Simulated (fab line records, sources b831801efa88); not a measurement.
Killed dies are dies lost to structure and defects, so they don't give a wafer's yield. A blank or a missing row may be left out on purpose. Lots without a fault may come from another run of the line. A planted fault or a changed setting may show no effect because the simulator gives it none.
Problem report in the 8D (eight disciplines) form, filled by code | flow sky130 | the parts of the form that need people (team, actions taken, sign-off) are left out

1. THE PROBLEM
SD_N_RS at SKY_SD_N_RS_MEAS_16 reads a mean of 69.75 ohm/sq on 6 wafers of 2 lots; wafers without a fault read 68.62 ohm/sq with a standard deviation of 0.11. That is +10 standard deviations from the usual mean.
The step: measures by four-point-probe.
First seen on wafer L740.1, day 29 13:05, on film_metro-01. The record holds 33 wafers of 11 lots with a number at this step. Rule for "out", or "out of limits": more than 4 standard deviations from the usual mean. The other wafers with a number count as sound.

2. WHAT IT IS AND WHAT IT IS NOT
question                    | is                           | is not
which readings at this step | SD_N_RS                      | -
which lots                  | L740, L741                   | L735, L737, L738, L739, L751, L752, L754, L755, L757
which wafers of those lots  | all that have a number       | -
read on which gauges        | film_metro-01, film_metro-03 | film_metro-02
when                        | from day 29 13:05            | up to then (12 sound wafers); but 15 sound wafers of L751, L752, L754, L755, L757 came after

3. SUSPECTS, AND WHAT RULES EACH OUT
Counting: a tool at a process step up to the reading stays a suspect if it ran every lot that is out and no sound lot after the first of them.
- the gauge at SKY_SD_N_RS_MEAS_16: ruled out. The wafers that are out were read on 2 gauges (film_metro-01, film_metro-03).
- implanter-04 at SKY_SD_N_IMPLANT_09: ruled out as a lasting fault. Sound lots L751, L752, L754, L757 ran on it after its first lot that is out, L740 (day 29 12:20).
- plasma_asher-01 at SKY_SD_N_STRIP_11 (strips in O2/N2): ruled out as a lasting fault. Sound lots L752, L755 ran on it after its first lot that is out, L740 (day 29 12:38).
Left after counting: nothing in the record.

4. THE CAUSE (what the simulator had put in)
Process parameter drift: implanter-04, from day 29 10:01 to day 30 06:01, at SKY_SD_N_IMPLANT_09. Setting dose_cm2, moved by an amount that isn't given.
Counting ruled it out, wrongly: the rule takes a fault to strike every lot that its tool runs from its start on, and this one did not.

5. THE CHAIN OF EFFECTS, in route order
Each row: a reading whose mean over the struck wafers that have a number lies more than 3 standard deviations from the usual. Only readings for which the record gives a usual standard deviation are gone through. hours: the time from each lot's start at the first step in this table that gives one to its start at this step, as a median over the lots. sigmas: the change in usual standard deviations.
hours | step                | reading                  | usual        | on struck wafers | change     | sigmas
0     | SKY_SD_N_IMPLANT_09 | dose_ions_cm2            | 3.999e+15    | 3.519e+15        | -4.800e+14 | -99 or more
0     | SKY_SD_N_STRIP_11   | strip_time_to_endpoint_s | 22.55 s      | 22.05            | -0.50      | -13
1     | SKY_SD_N_RS_MEAS_16 | SD_N_RS                  | 68.62 ohm/sq | 69.75            | +1.13      | +10
The process steps in it:
- SKY_SD_N_IMPLANT_09
- SKY_SD_N_STRIP_11: strips in O2/N2.
Later measuring or inspecting steps at which every struck wafer that the step has a row for has a number for every such reading, and none has moved that far: SKY_SD_N_RS_MEAS_18.

6. WHAT WOULD HAVE CAUGHT IT SOONER
In this record the first reading out of limits at a measuring or inspecting step was taken at day 29 13:05, 3 hours after the fault began at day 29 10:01.
The tool's own readings at SKY_SD_N_IMPLANT_09 were out on every struck wafer that the step has a row for (dose_ions_cm2): an alarm limit on them would have fired on the first of those.
